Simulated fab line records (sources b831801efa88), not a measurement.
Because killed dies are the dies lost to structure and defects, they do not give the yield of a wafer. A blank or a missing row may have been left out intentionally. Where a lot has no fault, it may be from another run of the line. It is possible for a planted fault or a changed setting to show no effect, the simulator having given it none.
What tool caused it? || flow gf180mcu || Sampling: 13 lots, 38 wafers, 2 of 602 route steps

## WHAT EACH GAUGE READ, for each wafer
GF_M1_RS_MEAS_05: measurement is done with a four-point probe. Usual: for M1_ALCU_RS the level is 0.0694 ohm/sq and the standard deviation is 0.00054.
{"lot": "L157", "measured": "day 16 16:46", "on": "filmMetro-02", "M1_ALCU_RS (ohm/sq)": "0.0693 0.0691 0.0696", "flag": ""}
{"lot": "L160", "measured": "day 17 13:34", "on": "filmMetro-01", "M1_ALCU_RS (ohm/sq)": "0.0703 0.0707 0.0703", "flag": ""}
{"lot": "L161", "measured": "day 17 22:34", "on": "filmMetro-04", "M1_ALCU_RS (ohm/sq)": "0.0679 0.0686", "flag": ""}
{"lot": "L163", "measured": "day 18 11:06", "on": "filmMetro-02", "M1_ALCU_RS (ohm/sq)": "0.0706 0.0694 0.0689", "flag": ""}
{"lot": "L165", "measured": "day 19 03:03", "on": "filmMetro-01", "M1_ALCU_RS (ohm/sq)": "0.0692 0.0696 0.0693", "flag": ""}
{"lot": "L171", "measured": "day 21 06:35", "on": "filmMetro-02", "M1_ALCU_RS (ohm/sq)": "0.0689 0.0693 0.0694", "flag": ""}
{"lot": "L172", "measured": "day 21 21:07", "on": "filmMetro-04", "M1_ALCU_RS (ohm/sq)": "0.0695 0.0699 0.0691", "flag": ""}
{"lot": "L173", "measured": "day 22 00:43", "on": "filmMetro-01", "M1_ALCU_RS (ohm/sq)": "0.0698 0.0691 0.0698", "flag": ""}
{"lot": "L174", "measured": "day 22 12:32", "on": "filmMetro-01", "M1_ALCU_RS (ohm/sq)": "0.0700 0.0692 0.0699", "flag": ""}
{"lot": "L175", "measured": "day 22 13:53", "on": "filmMetro-02", "M1_ALCU_RS (ohm/sq)": "0.0691 0.0692 0.0690", "flag": ""}
{"lot": "L177", "measured": "day 23 09:08", "on": "filmMetro-04", "M1_ALCU_RS (ohm/sq)": "0.0704 0.0698 0.0703", "flag": ""}
{"lot": "L178", "measured": "day 23 18:47", "on": "filmMetro-04", "M1_ALCU_RS (ohm/sq)": "0.0698 0.0694 0.0695", "flag": ""}
{"lot": "L179", "measured": "day 23 23:43", "on": "filmMetro-01", "M1_ALCU_RS (ohm/sq)": "0.0689 0.0686 0.0690", "flag": ""}

## TOOL THAT RAN EACH LOT (tool first, then ch and the chambers of the sampled wafers, then the start)
{"lot": "L157", "GF_M1_SPUTTER_01": "pvdSputter-04, day 16 16:39"}
{"lot": "L160", "GF_M1_SPUTTER_01": "pvdSputter-04, day 17 13:26"}
{"lot": "L161", "GF_M1_SPUTTER_01": "pvdSputter-03, day 17 22:26"}
{"lot": "L163", "GF_M1_SPUTTER_01": "pvdSputter-04, day 18 10:56"}
{"lot": "L165", "GF_M1_SPUTTER_01": "pvdSputter-01, day 19 02:55"}
{"lot": "L171", "GF_M1_SPUTTER_01": "pvdSputter-01, day 21 06:28"}
{"lot": "L172", "GF_M1_SPUTTER_01": "pvdSputter-04, day 21 20:59"}
{"lot": "L173", "GF_M1_SPUTTER_01": "pvdSputter-01, day 22 00:35"}
{"lot": "L174", "GF_M1_SPUTTER_01": "pvdSputter-01, day 22 12:24"}
{"lot": "L175", "GF_M1_SPUTTER_01": "pvdSputter-04, day 22 13:44"}
{"lot": "L177", "GF_M1_SPUTTER_01": "pvdSputter-04, day 23 08:53"}
{"lot": "L178", "GF_M1_SPUTTER_01": "pvdSputter-01, day 23 18:40"}
{"lot": "L179", "GF_M1_SPUTTER_01": "pvdSputter-03, day 23 23:35"}
- GF_M1_SPUTTER_01: material TiN, target thk 30 nm, time 25 s.

## WHAT THE TOOLS THEMSELVES READ (means of the sampled wafers that have a number; where no wafer has one, the mark that the record gives instead)
GF_M1_SPUTTER_01. Usual: cathodeDcPowerW 6499.9 W, standard deviation 1.3; throttleValvePct 30.3 %, standard deviation 0.84.
{"lot": "L157", "tool": "pvdSputter-04", "cathodeDcPowerW (W)": 6500.5, "throttleValvePct (%)": 30.2, "flag": ""}
{"lot": "L160", "tool": "pvdSputter-04", "cathodeDcPowerW (W)": 6501.6, "throttleValvePct (%)": 29.6, "flag": ""}
{"lot": "L161", "tool": "pvdSputter-03", "cathodeDcPowerW (W)": 6499.9, "throttleValvePct (%)": 30.4, "flag": ""}
{"lot": "L163", "tool": "pvdSputter-04", "cathodeDcPowerW (W)": 6499.0, "throttleValvePct (%)": 30.1, "flag": ""}
{"lot": "L165", "tool": "pvdSputter-01", "cathodeDcPowerW (W)": 6499.5, "throttleValvePct (%)": 29.7, "flag": ""}
{"lot": "L171", "tool": "pvdSputter-01", "cathodeDcPowerW (W)": 6499.8, "throttleValvePct (%)": 30.2, "flag": ""}
{"lot": "L172", "tool": "pvdSputter-04", "cathodeDcPowerW (W)": 6499.7, "throttleValvePct (%)": 30.6, "flag": ""}
{"lot": "L173", "tool": "pvdSputter-01", "cathodeDcPowerW (W)": 6500.0, "throttleValvePct (%)": 30.2, "flag": ""}
{"lot": "L174", "tool": "pvdSputter-01", "cathodeDcPowerW (W)": 6499.0, "throttleValvePct (%)": 30.1, "flag": ""}
{"lot": "L175", "tool": "pvdSputter-04", "cathodeDcPowerW (W)": 6500.1, "throttleValvePct (%)": 30.6, "flag": ""}
{"lot": "L177", "tool": "pvdSputter-04", "cathodeDcPowerW (W)": 6499.0, "throttleValvePct (%)": 30.1, "flag": ""}
{"lot": "L178", "tool": "pvdSputter-01", "cathodeDcPowerW (W)": 6498.2, "throttleValvePct (%)": 30.2, "flag": ""}
{"lot": "L179", "tool": "pvdSputter-03", "cathodeDcPowerW (W)": 6500.4, "throttleValvePct (%)": 30.6, "flag": ""}

## THE ANSWER, worked out from the rows above alone
Rule: lot off if the mean of its wafers having a number is beyond 3 standard deviations from the usual mean. Also off: a lot with no number at a reading for which 4 or more lots have one. The other lots that the step has rows for count as sound. First the gauges in route order, then the tools' own readings, where a lot's mean is used as printed above. At the first step where some lot is off, the reading lying furthest off is the one used; lots without a number count as furthest.
None of the lots is off at any reading shown; this tells nothing.

## WHAT THE SIMULATOR HAD INSERTED
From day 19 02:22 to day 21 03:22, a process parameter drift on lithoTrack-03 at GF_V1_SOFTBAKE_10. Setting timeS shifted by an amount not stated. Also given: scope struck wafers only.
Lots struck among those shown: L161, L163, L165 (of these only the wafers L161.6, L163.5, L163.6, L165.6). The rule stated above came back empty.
